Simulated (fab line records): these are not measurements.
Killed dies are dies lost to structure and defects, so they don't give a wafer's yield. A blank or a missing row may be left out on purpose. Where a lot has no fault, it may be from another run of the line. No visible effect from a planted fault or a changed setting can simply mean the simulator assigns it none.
A single fault, viewed from 2 desks    flow sky130    only its own numbers are on each desk; what lay behind them is given at the end

THE METROLOGY DESK
Lot by lot, what the gauges showed, no matter which tool ran the lot: averages of those sampled wafers that carry a number. Marked OUT: a lot whose mean sits more than 4 standard deviations from the usual mean, which makes it out of limits; the brackets give that distance.
Columns: A = VIA2_HDPCVD_THK at SKY_VIA2_THK_MEAS_01, usual 1183 nm
lot   first seen here  A
L227  day 35 01:04     1189
L229  day 35 21:20     1176
L234  day 37 09:18     1107 (-6.9) OUT
L235  day 37 20:37     1092 (-8.3) OUT
L242  day 40 12:27     1169
L245  day 40 23:49     1193
L244  day 41 03:49     1183
L246  day 41 10:45     1183
L247  day 41 13:57     1178
L248  day 41 18:00     1174
L250  day 42 03:53     1193
Finding of this desk: L234, L235 out of limits, first seen on L234 at day 37 09:18 (VIA2_HDPCVD_THK at SKY_VIA2_THK_MEAS_01). L227, L229, L242, L245, L244, L246, L247, L248, L250 stayed within limits.

THE TOOL OWNER'S DESK: hdpcvd-02
The tool's own readings at SKY_VIA2_HDPCVD_00 (deposits SiO2, target thk 1180 nm, time 196.7 s): means of the sampled wafers that have a number, for each lot that ran on this tool. Marked OUT: a lot whose mean sits more than 4 standard deviations from the usual mean, which makes it out of limits; the brackets give that distance.
Columns: A = sih4_flow_sccm at SKY_VIA2_HDPCVD_00, usual 60.03 sccm
lot   first seen here  A
L234  day 37 09:10     56.05 (-22) OUT
L235  day 37 20:29     56.15 (-22) OUT
L242  day 40 12:22     59.97
L245  day 40 23:40     60.06
L244  day 41 03:40     60.01
L247  day 41 13:49     60.17
L250  day 42 03:46     60.14
This desk's finding: out of limits on L234, L235; first on L234, day 37 09:10 (sih4_flow_sccm at SKY_VIA2_HDPCVD_00). L242, L245, L244, L247, L250 stayed within limits.

TAKEN TOGETHER
At day 37 09:10, on L234, L235, the tool owner's desk was in a position to raise an alarm.
L234, L235 would have let the metrology desk raise an alarm at day 37 09:18.
All the named lots went through SKY_VIA2_HDPCVD_00 on hdpcvd-02.

WHAT THE SIMULATOR HAD PUT IN
hdpcvd-02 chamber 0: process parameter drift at SKY_VIA2_HDPCVD_00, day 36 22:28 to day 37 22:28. Setting sih4_flow_sccm, moved by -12, from 60. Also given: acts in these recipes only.
Shown lots that were struck: L234, L235.
Delay (hours) between the fault's onset and each desk's first out-of-limits reading: 11 at the tool owner's desk, 11 at the metrology desk.
